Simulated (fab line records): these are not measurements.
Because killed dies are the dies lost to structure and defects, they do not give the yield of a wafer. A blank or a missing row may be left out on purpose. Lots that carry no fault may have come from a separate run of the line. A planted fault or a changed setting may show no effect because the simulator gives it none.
Matching of chambers || flow sky130 || cmp-01 running SKY_VIA3_CMP_24: 4 sister chambers
The step polishes, stops on SiO2, t overpolish 20 s, target thk 0 nm. 8 wafers are shown with their chamber, then 12 later ones without.

== WAFERS, EACH WITH ITS CHAMBER ==
{"wafer": "L085.2", "chamber": 3, "motor-current-A (A)": 8.6, "time-to-endpoint-s (s)": 92}
{"wafer": "L084.1", "chamber": 0, "motor-current-A (A)": 11.5, "time-to-endpoint-s (s)": 95}
{"wafer": "L084.4", "chamber": 3, "motor-current-A (A)": 8.5, "time-to-endpoint-s (s)": 95}
{"wafer": "L088.1", "chamber": 0, "motor-current-A (A)": 11.3, "time-to-endpoint-s (s)": 97}
{"wafer": "L088.6", "chamber": 2, "motor-current-A (A)": 9.5, "time-to-endpoint-s (s)": 96}
{"wafer": "L089.1", "chamber": 1, "motor-current-A (A)": 9.4, "time-to-endpoint-s (s)": 93}
{"wafer": "L089.5", "chamber": 2, "motor-current-A (A)": 9.7, "time-to-endpoint-s (s)": 91}
{"wafer": "L089.6", "chamber": 1, "motor-current-A (A)": 9.1, "time-to-endpoint-s (s)": 91}

== WAFERS MISSING THEIR CHAMBER ==
{"wafer": "L090.2", "motor-current-A (A)": 9.7, "time-to-endpoint-s (s)": 90}
{"wafer": "L090.3", "motor-current-A (A)": 11.7, "time-to-endpoint-s (s)": 94}
{"wafer": "L090.4", "motor-current-A (A)": 10.0, "time-to-endpoint-s (s)": 92}
{"wafer": "L094.1", "motor-current-A (A)": 9.5, "time-to-endpoint-s (s)": 93}
{"wafer": "L094.2", "motor-current-A (A)": 11.5, "time-to-endpoint-s (s)": 92}
{"wafer": "L094.6", "motor-current-A (A)": 8.7, "time-to-endpoint-s (s)": 90}
{"wafer": "L095.1", "motor-current-A (A)": 9.4, "time-to-endpoint-s (s)": 91}
{"wafer": "L095.2", "motor-current-A (A)": 9.0, "time-to-endpoint-s (s)": 92}
{"wafer": "L095.4", "motor-current-A (A)": 11.0, "time-to-endpoint-s (s)": 94}
{"wafer": "L097.1", "motor-current-A (A)": 8.7, "time-to-endpoint-s (s)": 90}
{"wafer": "L097.5", "motor-current-A (A)": 9.6, "time-to-endpoint-s (s)": 91}
{"wafer": "L097.6", "motor-current-A (A)": 11.7, "time-to-endpoint-s (s)": 89}

== EACH ONE'S CHAMBER ==
{"wafer": "L090.2", "from the rows above": "can't be placed: 2 or 1", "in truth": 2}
{"wafer": "L090.3", "from the rows above": 0, "in truth": 0}
{"wafer": "L090.4", "from the rows above": 2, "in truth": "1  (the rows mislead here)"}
{"wafer": "L094.1", "from the rows above": "can't be placed: 2 or 1", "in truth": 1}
{"wafer": "L094.2", "from the rows above": 0, "in truth": 0}
{"wafer": "L094.6", "from the rows above": "can't be placed: 3 or 1", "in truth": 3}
{"wafer": "L095.1", "from the rows above": "can't be placed: 1 or 2", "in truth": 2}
{"wafer": "L095.2", "from the rows above": "can't be placed: 1 or 3", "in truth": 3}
{"wafer": "L095.4", "from the rows above": 0, "in truth": 0}
{"wafer": "L097.1", "from the rows above": "can't be placed: 3 or 1", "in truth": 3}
{"wafer": "L097.5", "from the rows above": "can't be placed: 2 or 1", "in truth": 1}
{"wafer": "L097.6", "from the rows above": 0, "in truth": 0}
Correct placement for 4 of the 12. Can't be placed from these rows: 7 (the true chamber is among the candidates in 7). Wrongly placed: 1.
How it was worked out, from the rows above alone: a wafer's distance from a chamber is the root of the sum, over the readings, of the square of ((its reading less the chamber's mean) divided by the reading's scatter). The wafer belongs to the nearest chamber; if the next one is less than 2 further off, it can't be placed. For every chamber, the mean is computed from those of its wafers that are shown. The scatter: the root of (the sum of the squares of (reading less its chamber's mean) over the shown wafers, divided by (wafers less chambers)).
